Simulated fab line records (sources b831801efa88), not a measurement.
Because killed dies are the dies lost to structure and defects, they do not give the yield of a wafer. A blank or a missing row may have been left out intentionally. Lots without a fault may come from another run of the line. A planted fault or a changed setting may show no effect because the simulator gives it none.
A struck lot beside a sound one | flow sky130 | 16 steps out of a route of 708
Sound: the wafers L793.2, L793.4, L793.6. Struck: wafer L804.4 (L804.3, L804.6, from the same lot, were not struck and are left out); the cause is given at the end.
Order at every step that has rows: each side's tool, ch and its chambers, its first start. Under that, the readings that differ: sound wafers | struck wafers | difference of the means | sigmas: that difference in standard deviations of wafers without a fault.
alike: readings with means less than 2 such deviations apart, plus words and numbers identical on both sides. not compared: withheld readings, readings lacking a value on some wafer, bounds such as >300 that could conceal the same value, and numbers that have no deviation in the record and whose values overlap.
A row with sigmas, a row that says differs or no value, or rows on one side alone: a step with any of these is where the two part. Non-overlapping numbers with no deviation appear without sigmas and do not part them. Lack of a reading on every wafer of one side parts them only where that side has two or more wafers.

first, 3 steps without rows for these wafers: SKY_LI_CONTACT_EXPOSE_09 (exposes mask LICM1, target cd 170 nm); SKY_LI_CONTACT_PEB_10; SKY_LI_CONTACT_DEVELOP_11 (develop time 60 s).
SKY_LI_CONTACT_CD_MEAS_12 targets a cd of 170 nm.
  sound: cd sem-02 at day 30 09:31; struck: cd sem-02 at day 33 11:46
  alike: cd nm
SKY_LI_CONTACT_OVL_MEAS_13:
  sound: overlay-01 at day 30 09:37; struck: overlay-01 at day 33 11:51
  alike: LI_CONTACT_OVL
SKY_LI_CONTACT_ETCH_14: etches BARC in N2/H2, stops on SiO2, time 45.9 s, target depth 60 nm.
  sound on rie diel-03 ch 0,1,3, day 30 09:39; struck on rie diel-02 ch 0, day 33 11:53
  alike: bias w, drypump motor current A, oes product au, throttle valve pct
  not compared: rf hours counter h
SKY_LI_CONTACT_ETCH_15: etches PSG in C4F8/O2/Ar, stops on Si, target depth 600 nm.
  sound on rie diel-03 ch 0,1,3, day 30 09:41; struck on rie diel-02 ch 0, day 33 11:55
  alike: bias w, oes product au
SKY_LI_CONTACT_STRIP_16: strips in O2/N2.
  sound on plasma asher-03 ch 0, day 30 09:47; struck on plasma asher-04 ch 1, day 33 12:02
  alike: drypump motor current A, oes product au, strip time to endpoint s
  not compared: rf hours counter h
then, 2 steps without rows for these wafers: SKY_LI_CONTACT_CLEAN_17 (cleans in NMP, time 600 s); SKY_LI_CONTACT_PRE_CLEAN_18 (time 5.6 s).
SKY_LI_CONTACT_SPUTTER_19: material Ti, target thk 20 nm, time 106.37 s.
  sound: pvd sputter-04 at day 30 10:04; struck: pvd sputter-04 at day 33 12:18
  alike: cathode dc power W, substrate temp c, throttle valve pct
SKY_LI_CONTACT_SPUTTER_20: material TiN, target thk 20 nm, time 80 s.
  sound: pvd sputter-04 at day 30 10:09; struck: pvd sputter-04 at day 33 12:22
  alike: cathode dc power W, throttle valve pct
SKY_LI_CONTACT_CVD_21: deposits W, target thk 400 nm, time 120.56 s.
  sound on cvd w-01 ch 0,1, day 30 10:13; struck on cvd w-01 ch 0, day 33 12:29
  reading                                  | sound             | struck | difference | sigmas
  model.W_of_LI_CONTACT_CVD_21.thk nm (nm) | 404.7 411.5 413.9 | 420.9  | +10.9      |
  alike: heater power w
SKY_LI_CONTACT_RS_MEAS_22: uses a four-point probe to measure.
  sound: film metro-01 at day 30 10:22; struck: film metro-02 at day 33 12:36
  alike: LI_CONTACT_W_RS
SKY_LI_CONTACT_THK_MEAS_23: measures by xrf.
  sound: film metro-01 at day 30 10:28; struck: film metro-02 at day 33 12:42
  alike: LI_CONTACT_W_THK
-- the record jumps here: 15 days lie between the struck wafers' starts before and after (it left off in module LI_CONTACT and takes up again in module PAD_OPEN, whose first step shown is number 708 of the route) --
SKY_PAD_OPEN_PROBE_99:
  only the struck wafers here have rows in the record (prober-02, day 48 22:07); the sound ones have none

== WHERE THEY PART ==
Within this record, at SKY_PAD_OPEN_PROBE_99 only.

WHY: what had been put in by the simulator
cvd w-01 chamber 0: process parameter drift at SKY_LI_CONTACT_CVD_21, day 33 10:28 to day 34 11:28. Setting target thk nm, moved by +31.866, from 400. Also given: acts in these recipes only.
